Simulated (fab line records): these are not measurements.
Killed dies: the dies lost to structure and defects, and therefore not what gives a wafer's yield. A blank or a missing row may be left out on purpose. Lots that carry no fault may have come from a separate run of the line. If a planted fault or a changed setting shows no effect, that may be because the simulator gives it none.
Problem report in the 8D (eight disciplines) form, filled by code | flow gf180mcu | the parts of the form that need people (team, actions taken, sign-off) are left out

1. WHAT IS WRONG
At GF_STI_ETCH_14, oes_product_au averages 1.446 a.u. over 6 wafers from 2 lots, while fault-free wafers read 0.992 a.u., standard deviation 0.011. Relative to the usual mean, that is a shift of +41 standard deviations.
The step: etches Si in HBr/Cl2/O2, target depth 360 nm, time 102.9 s.
Earliest sighting: wafer L368.1 on rie_si-01 at day 2 18:44. The record holds 36 wafers of 12 lots with a number at this step. Rule for "out" (also "out of limits"): further than 4 standard deviations from the usual mean. Any other wafer with a number is counted as sound.

2. WHAT IT IS, AND WHAT IT ISN'T
question                    | is                                 | is not
which readings at this step | oes_product_au, throttle_valve_pct | drypump_motor_current_A
which lots                  | L368, L369                         | L365, L374, L379, L380, L381, L383, L384, L385, L386, L388
which wafers of those lots  | all that have a number             | -
read on which tools         | rie_si-01                          | rie_si-02
when                        | from day 2 18:44                   | up to then (3 sound wafers); but 27 sound wafers of L374, L379, L380, L381, L383, L384, L385, L386, L388 came after

3. THE SUSPECTS, EACH WITH WHAT RULES IT OUT
Counting: a tool stays on the suspect list if, at a process step up to the reading, it processed all lots that are out and no sound lot following the first of them.
- rie_si-01 at GF_STI_ETCH_14 (etches Si in HBr/Cl2/O2, target depth 360 nm, time 102.9 s): ruled out as a lasting fault. Following L368 (day 2 18:44), the first lot on it that is out, the sound lots L383, L385, L386, L388 were run on it.
Left after counting: nothing in the record.

4. THE CAUSE (what the simulator had put in)
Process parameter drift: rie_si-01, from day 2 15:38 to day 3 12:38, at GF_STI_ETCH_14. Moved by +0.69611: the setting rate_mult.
Counting ruled it out, wrongly.

5. THE CHAIN OF EFFECTS, in route order
Each row: a reading where the mean over the struck wafers with a number is more than 3 standard deviations away from the usual. Only readings whose record carries a usual standard deviation are examined. hours: median over the lots of the time between each lot's start at the first step of this table that gives one and its start at this step. sigmas: the change, counted in usual standard deviations.
hours | step            | reading                  | usual      | on struck wafers | change | sigmas
0     | GF_STI_ETCH_14  | oes_product_au           | 0.992 a.u. | 1.446            | +0.454 | +41
0     | GF_STI_ETCH_14  | throttle_valve_pct       | 25.663 %   | 25.348           | -0.316 | -26
0     | GF_STI_STRIP_15 | oes_product_au           | 0.383 a.u. | 0.345            | -0.038 | -7.5
0     | GF_STI_STRIP_15 | strip_time_to_endpoint_s | 3.71 s     | 2.81             | -0.90  | -13
Process steps it contains:
- GF_STI_ETCH_14: etches Si in HBr/Cl2/O2, target depth 360 nm, time 102.9 s.
- GF_STI_STRIP_15: strips in O2/N2.
Later steps that measure or inspect, where all struck wafers having a row at the step show a number for every such reading and not one has moved that far: GF_NWELL_OVL_MEAS_07.

6. WHAT WOULD HAVE CAUGHT IT SOONER
3 hours passed between the start of the fault at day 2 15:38 and the first reading out of limits in this record, taken at day 2 18:44.
